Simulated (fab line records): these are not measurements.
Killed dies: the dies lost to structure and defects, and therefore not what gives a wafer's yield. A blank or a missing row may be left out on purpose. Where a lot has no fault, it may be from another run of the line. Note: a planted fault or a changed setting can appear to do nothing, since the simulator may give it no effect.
fab line records + flow sky130 + part 2 of 2: steps 26 to 36 of 36
record
- lots=5
- wafers=15
- last-day=48
route steps=708 shown LDD_HVN@268 LDD_HVP@278 LDD_LDN@289
lots with no fault: from the same line, run without faults
start-h: hours from the record's opening day to when the first of the lot's shown wafers began + wait-h: time in hours since the lot's previous step + " repeats the value in the row above + L1.1+2: a single row standing in for several wafers + - value missing, or start not given + * or withheld: withheld + < > ~ a bound
route shown NAME@n: a module of which the file shows steps, and the number in the route of the first + usual: average and standard deviation across the fault-free wafers + same: alike in all rows + chamber/n: place in a boat + sites: readings site by site + _std_site: standard deviation across them + _edge_site: the outer-site mean with the inner-site mean subtracted + radius-mm: for every site, how far away it sits from the centre of the wafer + mask NAME#n: copy n + behind: the tool/chamber that last shaped the wafer + hold: what put the lot on hold/how long, in hours/how the hold closed + device: the transistor (n, p or np) that didn't switch + end of line: tests of these same wafers at the route's end + a step with no rows: only its recipe + killed: dies that structure and defects cost at the first sort, which is not the same as the wafer's yield + map: a wafer's dies, x killed, . not, _ none there
set.NAME: the setting that was run; set.NAME@STEP: the one run at that earlier step + model.NAME: the simulator's own value behind a step, which no gauge read
lots at selected steps of the route; one table per step, one row per wafer
services: from which hour (start-h, from the record's first day; less than 0 if before it) a tool's chamber was out of use, for how many hours, and why
## steps
# step SKY_LDD_LDN_EXPOSE_04
# recipe
- mask-id=LDNTM
- na=0.6
- source-shape=conventional
- sigma-outer=0.6
- polarization=unpolarized
- target-cd-nm=700
- dose-mj=140
# usual
- reticle-temp-C=23.00/0.099
| lot.wafer | tool             | chamber | start-h | wait-h | mask    | reticle-temp-C |
|-----------|------------------|---------|---------|--------|---------|----------------|
| L077.1    | iline-stepper-02 | 0       | -       | -      | LDNTM#0 | 23.05          |
| L077.4    | "                | 0       | "       | "      | LDNTM#0 | 23.08          |
| L077.6    | "                | 0       | "       | "      | LDNTM#0 | 22.98          |
| L078.2    | iline-stepper-02 | 0       | -       | -      | LDNTM#0 | 22.94          |
| L078.3    | "                | 0       | "       | "      | LDNTM#0 | 22.98          |
| L078.5    | "                | 0       | "       | "      | LDNTM#0 | 22.96          |
| L079.1    | iline-stepper-01 | 0       | -       | -      | LDNTM#0 | 22.91          |
| L079.3    | "                | 0       | "       | "      | LDNTM#0 | 23.04          |
| L079.5    | "                | 0       | "       | "      | LDNTM#0 | 22.92          |
| L084.1    | iline-stepper-02 | 0       | -       | -      | LDNTM#0 | 23.00          |
| L084.3    | "                | 0       | "       | "      | LDNTM#0 | 23.20          |
| L084.4    | "                | 0       | "       | "      | LDNTM#0 | 23.16          |
| L087.1    | iline-stepper-02 | 0       | -       | -      | LDNTM#0 | 23.04          |
| L087.4    | "                | 0       | "       | "      | LDNTM#0 | 22.92          |
| L087.6    | "                | 0       | "       | "      | LDNTM#0 | 23.10          |
# step SKY_LDD_LDN_PEB_05
# recipe
- temp-c=withheld
- time-s=*
- resist=NOVOLAK
# usual
- resist-line-temp-C=*
| lot.wafer | tool           | chamber | start-h | wait-h | resist-line-temp-C |
|-----------|----------------|---------|---------|--------|--------------------|
| L077.1    | litho-track-02 | 0       | -       | -      | *                  |
| L077.4    | "              | 0       | "       | "      | *                  |
| L077.6    | "              | 0       | "       | "      | *                  |
| L078.2    | litho-track-04 | 0       | -       | -      | *                  |
| L078.3    | "              | 0       | "       | "      | *                  |
| L078.5    | "              | 0       | "       | "      | *                  |
| L079.1    | litho-track-01 | 0       | -       | -      | *                  |
| L079.3    | "              | 0       | "       | "      | *                  |
| L079.5    | "              | 0       | "       | "      | *                  |
| L084.1    | litho-track-04 | 0       | -       | -      | *                  |
| L084.3    | "              | 0       | "       | "      | *                  |
| L084.4    | "              | 0       | "       | "      | *                  |
| L087.1    | litho-track-02 | 0       | -       | -      | *                  |
| L087.4    | "              | 0       | "       | "      | *                  |
| L087.6    | "              | 0       | "       | "      | *                  |
# step SKY_LDD_LDN_DEVELOP_06
# recipe
- resist=NOVOLAK
- developer=TMAH
- develop-time-s=60
- dev-temp-c=23
# usual
- resist-line-temp-C=22.99/0.1
| lot.wafer | tool           | chamber | start-h | wait-h | resist-line-temp-C |
|-----------|----------------|---------|---------|--------|--------------------|
| L077.1    | litho-track-02 | 0       | 557.93  | 0.1    | 22.98              |
| L077.4    | "              | 0       | "       | "      | 22.96              |
| L077.6    | "              | 0       | "       | "      | 23.03              |
| L078.2    | litho-track-04 | 0       | 567.25  | 0.1    | 23.10              |
| L078.3    | "              | 0       | "       | "      | 23.03              |
| L078.5    | "              | 0       | "       | "      | 23.02              |
| L079.1    | litho-track-01 | 0       | 571.52  | 0.1    | 22.98              |
| L079.3    | "              | 0       | "       | "      | 23.04              |
| L079.5    | "              | 0       | "       | "      | 23.05              |
| L084.1    | litho-track-04 | 0       | 617.33  | 0.1    | 22.81              |
| L084.3    | "              | 0       | "       | "      | 23.01              |
| L084.4    | "              | 0       | "       | "      | 22.76              |
| L087.1    | litho-track-02 | 0       | 638.03  | 0.1    | 23.06              |
| L087.4    | "              | 0       | "       | "      | 23.13              |
| L087.6    | "              | 0       | "       | "      | 22.95              |
# step SKY_LDD_LDN_OVL_MEAS_07
# usual
- LDD_LDN_OVL=0.4/1.6
| lot.wafer | tool       | chamber | start-h | wait-h | LDD_LDN_OVL[nm] |
|-----------|------------|---------|---------|--------|-----------------|
| L077.1    | overlay-01 | -       | 558.08  | 0.1    | -0.1            |
| L077.4    | "          | -       | "       | "      | 0.9             |
| L077.6    | "          | -       | "       | "      | 0.5             |
| L078.2    | overlay-01 | -       | 567.38  | 0.1    | -0.5            |
| L078.3    | "          | -       | "       | "      | -0.1            |
| L078.5    | "          | -       | "       | "      | 0.0             |
| L079.1    | overlay-02 | -       | 571.67  | 0.1    | 0.9             |
| L079.3    | "          | -       | "       | "      | -0.1            |
| L079.5    | "          | -       | "       | "      | 0.5             |
| L084.1    | overlay-02 | -       | 617.48  | 0.1    | -2.2            |
| L084.3    | "          | -       | "       | "      | -3.1            |
| L084.4    | "          | -       | "       | "      | -2.8            |
| L087.1    | overlay-01 | -       | 638.18  | 0.1    | 1.3             |
| L087.4    | "          | -       | "       | "      | 0.3             |
| L087.6    | "          | -       | "       | "      | 0.4             |
# step SKY_LDD_LDN_IMPLANT_08
# recipe
- species=As
- energy-kev=15
- dose-cm2=1.25e+13
- tilt-deg=withheld
- rotation-deg=23
| lot.wafer  | tool         | chamber | start-h | wait-h |
|------------|--------------|---------|---------|--------|
| L077.1+4+6 | implanter-02 | 0       | 558.12  | 0.0    |
| L078.2+3+5 | implanter-04 | 0       | 567.44  | 0.0    |
| L079.1+3+5 | implanter-04 | 0       | 571.70  | 0.0    |
| L084.1+3+4 | implanter-02 | 0       | 617.51  | 0.0    |
| L087.1+4+6 | implanter-02 | 0       | 638.22  | 0.0    |
# step SKY_LDD_LDN_IMPLANT_09
# recipe
- species=As
- energy-kev=15
- dose-cm2=1.25e+13
- tilt-deg=withheld
- rotation-deg=113
| lot.wafer  | tool         | chamber | start-h | wait-h |
|------------|--------------|---------|---------|--------|
| L077.1+4+6 | implanter-02 | 0       | 558.27  | 0.1    |
| L078.2+3+5 | implanter-04 | 0       | 567.59  | 0.1    |
| L079.1+3+5 | implanter-04 | 0       | 571.85  | 0.1    |
| L084.1+3+4 | implanter-02 | 0       | 617.66  | 0.1    |
| L087.1+4+6 | implanter-02 | 0       | 638.37  | 0.1    |
# step SKY_LDD_LDN_IMPLANT_10
# recipe
- species=As
- energy-kev=15
- dose-cm2=1.271e+13
- tilt-deg=withheld
- rotation-deg=203
| lot.wafer  | tool         | chamber | start-h | wait-h |
|------------|--------------|---------|---------|--------|
| L077.1+4+6 | implanter-02 | 0       | 558.42  | 0.1    |
| L078.2+3+5 | implanter-04 | 0       | 567.74  | 0.1    |
| L079.1+3+5 | implanter-04 | 0       | 572.00  | 0.1    |
| L084.1+3+4 | implanter-02 | 0       | 617.81  | 0.1    |
| L087.1+4+6 | implanter-02 | 0       | 638.52  | 0.1    |
# step SKY_LDD_LDN_IMPLANT_11
# recipe
- species=As
- energy-kev=15
- dose-cm2=1.25e+13
- tilt-deg=withheld
- rotation-deg=293
| lot.wafer  | tool         | chamber | start-h | wait-h |
|------------|--------------|---------|---------|--------|
| L077.1+4+6 | implanter-02 | 0       | 558.57  | 0.1    |
| L078.2+3+5 | implanter-04 | 0       | 567.89  | 0.1    |
| L079.1+3+5 | implanter-04 | 0       | 572.15  | 0.1    |
| L084.1+3+4 | implanter-02 | 0       | 617.96  | 0.1    |
| L087.1+4+6 | implanter-02 | 0       | 638.67  | 0.1    |
# step SKY_LDD_LDN_STRIP_12
# recipe
- chemistry=O2/N2
- power-w=1400
- pressure-mtorr=1500
- platen-temp-c=withheld
- o2-flow-sccm=3000
- n2-flow-sccm=300
- overash-fraction=0.5
# usual
- drypump-motor-current-A=5.6/0.43
- n2-flow-sccm=300.4/0.81
- oes-product-au=0.716/0.0044
- strip-time-to-endpoint-s=14.19/0.046
| lot.wafer | tool            | chamber | start-h | wait-h | drypump-motor-current-A | n2-flow-sccm | oes-product-au | rf-hours-counter-h | strip-time-to-endpoint-s |
|-----------|-----------------|---------|---------|--------|-------------------------|--------------|----------------|--------------------|--------------------------|
| L077.1    | plasma-asher-01 | 1       | 558.72  | 0.1    | 5.6                     | 300.1        | 0.716          | 44                 | 14.20                    |
| L077.4    | "               | 0       | "       | "      | 5.0                     | 300.1        | 0.715          | -                  | 14.20                    |
| L077.6    | "               | 0       | "       | "      | 5.1                     | 299.4        | 0.713          | -                  | 14.20                    |
| L078.2    | plasma-asher-02 | 0       | 568.01  | 0.1    | 6.4                     | 299.4        | 0.723          | 72                 | 14.21                    |
| L078.3    | "               | 1       | "       | "      | 5.8                     | 301.1        | 0.719          | -                  | 14.23                    |
| L078.5    | "               | 1       | "       | "      | 5.8                     | 301.4        | 0.711          | -                  | 14.22                    |
| L079.1    | plasma-asher-02 | 0       | 572.30  | 0.1    | 6.4                     | 301.2        | 0.717          | 72                 | 14.08                    |
| L079.3    | "               | 0       | "       | "      | 6.4                     | 300.7        | 0.720          | -                  | 14.04                    |
| L079.5    | "               | 1       | "       | "      | 5.8                     | 301.4        | 0.721          | -                  | 14.07                    |
| L084.1    | plasma-asher-04 | 1       | 618.11  | 0.1    | 5.7                     | 300.0        | 0.721          | 20                 | 14.22                    |
| L084.3    | "               | 0       | "       | "      | 5.4                     | 300.3        | 0.718          | -                  | 14.21                    |
| L084.4    | "               | 1       | "       | "      | 5.8                     | 300.7        | 0.716          | -                  | 14.20                    |
| L087.1    | plasma-asher-04 | 0       | 638.82  | 0.1    | 5.4                     | 300.8        | 0.718          | 22                 | 14.19                    |
| L087.4    | "               | 1       | "       | "      | 5.7                     | 301.3        | 0.715          | -                  | 14.17                    |
| L087.6    | "               | 0       | "       | "      | 5.4                     | 301.8        | 0.716          | -                  | 14.16                    |
# step SKY_LDD_LDN_TW_MEAS_13
# usual
- LDD_LDN_TW=1487/7.7
| lot.wafer | tool          | chamber | start-h | wait-h | LDD_LDN_TW |
|-----------|---------------|---------|---------|--------|------------|
| L077.1    | film-metro-01 | -       | 558.82  | 0.1    | 1488       |
| L077.4    | "             | -       | "       | "      | 1479       |
| L077.6    | "             | -       | "       | "      | 1476       |
| L078.2    | film-metro-02 | -       | 568.12  | 0.1    | 1485       |
| L078.3    | "             | -       | "       | "      | 1480       |
| L078.5    | "             | -       | "       | "      | 1487       |
| L079.1    | film-metro-02 | -       | 572.40  | 0.1    | 1481       |
| L079.3    | "             | -       | "       | "      | 1485       |
| L079.5    | "             | -       | "       | "      | 1479       |
| L084.1    | film-metro-02 | -       | 618.21  | 0.1    | 1492       |
| L084.3    | "             | -       | "       | "      | 1486       |
| L084.4    | "             | -       | "       | "      | 1490       |
| L087.1    | film-metro-01 | -       | 638.92  | 0.1    | 1495       |
| L087.4    | "             | -       | "       | "      | 1490       |
| L087.6    | "             | -       | "       | "      | 1500       |
# step SKY_LDD_LDN_CLEAN_14
# recipe
- chemistry=SC1/SC2
- mix=1:4:20
- temp-c=70
- time-s=150
- dry=n2-spin
# usual
- temp-c=70.00/0.13
| lot.wafer | tool         | chamber | start-h | wait-h | temp-c |
|-----------|--------------|---------|---------|--------|--------|
| L077.1    | wet-bench-03 | 0       | 558.88  | 0.1    | 70.12  |
| L077.4    | "            | 0       | "       | "      | 70.16  |
| L077.6    | "            | 0       | "       | "      | 70.06  |
| L078.2    | wet-bench-04 | 2       | 568.17  | 0.0    | 70.15  |
| L078.3    | "            | 2       | "       | "      | 70.12  |
| L078.5    | "            | 2       | "       | "      | 70.31  |
| L079.1    | wet-bench-03 | 3       | 572.46  | 0.1    | 69.96  |
| L079.3    | "            | 3       | "       | "      | 69.92  |
| L079.5    | "            | 3       | "       | "      | 70.01  |
| L084.1    | wet-bench-01 | 3       | 618.27  | 0.1    | 69.88  |
| L084.3    | "            | 3       | "       | "      | 70.00  |
| L084.4    | "            | 3       | "       | "      | 69.63  |
| L087.1    | wet-bench-03 | 3       | 638.98  | 0.1    | 69.83  |
| L087.4    | "            | 3       | "       | "      | 69.88  |
| L087.6    | "            | 3       | "       | "      | 69.96  |
## services
| tool             | chamber | start-h | hours | kind                    |
|------------------|---------|---------|-------|-------------------------|
| implanter-03     | -       | 458.69  | 2.9   | pm                      |
| iline-stepper-02 | -       | 464.15  | 1.7   | pm                      |
| plasma-asher-01  | -       | 464.44  | 0.6   | repair                  |
| implanter-01     | -       | 482.03  | 4.4   | repair                  |
| iline-stepper-02 | -       | 482.10  | 5.3   | repair                  |
| iline-stepper-02 | -       | 487.35  | 2.1   | pm                      |
| iline-stepper-02 | -       | 489.44  | -     | consumable-replace:lamp |
| plasma-asher-02  | -       | 490.29  | 15.6  | pm                      |
| implanter-01     | -       | 490.61  | 1.2   | repair                  |
| implanter-03     | -       | 497.48  | 1.3   | repair                  |
| iline-stepper-01 | -       | 498.53  | 8.9   | pm                      |
| iline-stepper-02 | -       | 518.93  | 9.0   | repair                  |
| plasma-asher-02  | -       | 519.09  | 1.8   | repair                  |
| wet-bench-03     | -       | 525.42  | 5.8   | repair                  |
| implanter-03     | -       | 528.33  | 89.0  | repair                  |
| plasma-asher-01  | -       | 560.41  | 15.6  | pm                      |
| implanter-02     | -       | 576.13  | 3.9   | pm                      |
| implanter-04     | -       | 593.15  | 2.9   | repair                  |
| plasma-asher-01  | -       | 604.06  | 14.6  | pm                      |
| implanter-04     | -       | 627.84  | 2.3   | repair                  |
| iline-stepper-01 | -       | 628.99  | 1.7   | pm                      |
| implanter-02     | -       | 629.39  | 5.1   | pm                      |
| plasma-asher-04  | -       | 629.81  | 3.6   | repair                  |
